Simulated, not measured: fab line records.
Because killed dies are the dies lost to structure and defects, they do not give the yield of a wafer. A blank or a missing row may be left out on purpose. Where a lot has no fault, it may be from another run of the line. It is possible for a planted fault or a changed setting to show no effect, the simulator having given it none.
A struck lot beside a sound one    flow gf180mcu    14 out of 602 route steps
Sound: wafers L586.2, L586.3, L586.5. Wafers struck: L589.1, L589.2, L589.6. The cause is named last.
At each step with rows: each side's tool, then ch and its chambers, then its first start. Under that, the readings that differ: sound wafers    struck wafers    difference of the means    sigmas: that difference in standard deviations of wafers without a fault.
alike: words and numbers the same on both sides, and readings whose means are apart by under 2 such deviations; not compared: readings that were withheld, readings missing a value for some wafer, numbers with overlapping values and no deviation given by the record, and bounds like >300 which may hide the same value.
A row with sigmas, a row that says differs or no value, or rows on one side alone: a step with any of these is where the two part. Numbers that don't overlap but have no deviation are shown without sigmas and don't part them. A reading missing from all wafers of one side parts the sides only when that side holds two or more wafers.

GF_V4_OVL_MEAS_15:
  struck on overlay-01, day 28 14:10; sound on overlay-02, day 27 21:16
  alike: V4_OVL
then, 2 steps without rows for these wafers: GF_V4_ETCH_16 (etches BARC in N2/H2); GF_V4_ETCH_17 (etches SiO2 in C4F8/O2/Ar, stops on TiN, target depth 630 nm).
GF_V4_STRIP_18: strips in O2/N2.
  sound on plasma asher-03 ch 0,1, day 27 21:26; struck on plasma asher-01 ch 0,1, day 28 14:20
  alike: drypump motor current A, heater power w, oes product au
  not compared: rf hours counter h
then, 2 steps without rows for these wafers: GF_V4_STRIP_19 (strips in post etch residue remover, time 1200 s); GF_V4_CLEAN_20 (cleans in DIW).
GF_V4_SPUTTER_21: material Ti, target thk 15 nm, time 80.02 s.
  struck on pvd sputter-04, day 28 14:52; sound on pvd sputter-04, day 27 21:58
  alike: cathode dc power W, chamber pressure pa, throttle valve pct
GF_V4_SPUTTER_22: material TiN, target thk 10 nm, time 40 s.
  struck on pvd sputter-04, day 28 14:56; sound on pvd sputter-04, day 27 22:02
reading                 sound                 struck                difference  sigmas
cathode dc power W (W)  3999.0 3999.2 4000.0  4001.5 4000.0 4001.6  +1.6        +2
  alike: chamber pressure pa, throttle valve pct
then, 1 step without rows for these wafers: GF_V4_CVD_23 (deposits W, target thk 350 nm, time 104.9 s).
GF_V4_RS_MEAS_24: a four-point-probe measurement.
  struck on film metro-04, day 28 15:05; sound on film metro-01, day 27 22:12
  alike: V4_W_RS
GF_V4_THK_MEAS_25: measures by xrf.
  struck on film metro-04, day 28 15:12; sound on film metro-01, day 27 22:19
  alike: V4_W_THK
GF_V4_CMP_26: polishes, stops on SiO2, t overpolish 15 s, target thk 0 nm.
  sound on cmp-01 ch 0,1, day 27 22:22; struck on cmp-01 ch 2,3, day 28 15:16
  alike: motor current A, overpolish run s, time to endpoint s
GF_MIM_SPUTTER_00: material Ti, target thk 37.5 nm, time 150 s.
  struck on pvd sputter-01, day 28 15:34; sound on pvd sputter-01, day 27 22:40
  no value came back on the struck wafers for cathode dc power W (W), chamber pressure pa (Pa), throttle valve pct (%), time s (s); on the sound wafers cathode dc power W (W) reads 4000.5 4000.9 3998.7
GF_MIM_SPUTTER_01: material TiN, target thk 30 nm, time 25 s.
  struck on pvd sputter-01, day 28 15:40; sound on pvd sputter-01, day 27 22:46
  alike: cathode dc power W, chamber pressure pa, throttle valve pct

WHERE THEY PART
First at GF_V4_SPUTTER_22; last, within this record, at GF_MIM_SPUTTER_00. Later steps at which nothing parts them and some readings are alike: GF_MIM_SPUTTER_01.

WHY: the cause the simulator had injected
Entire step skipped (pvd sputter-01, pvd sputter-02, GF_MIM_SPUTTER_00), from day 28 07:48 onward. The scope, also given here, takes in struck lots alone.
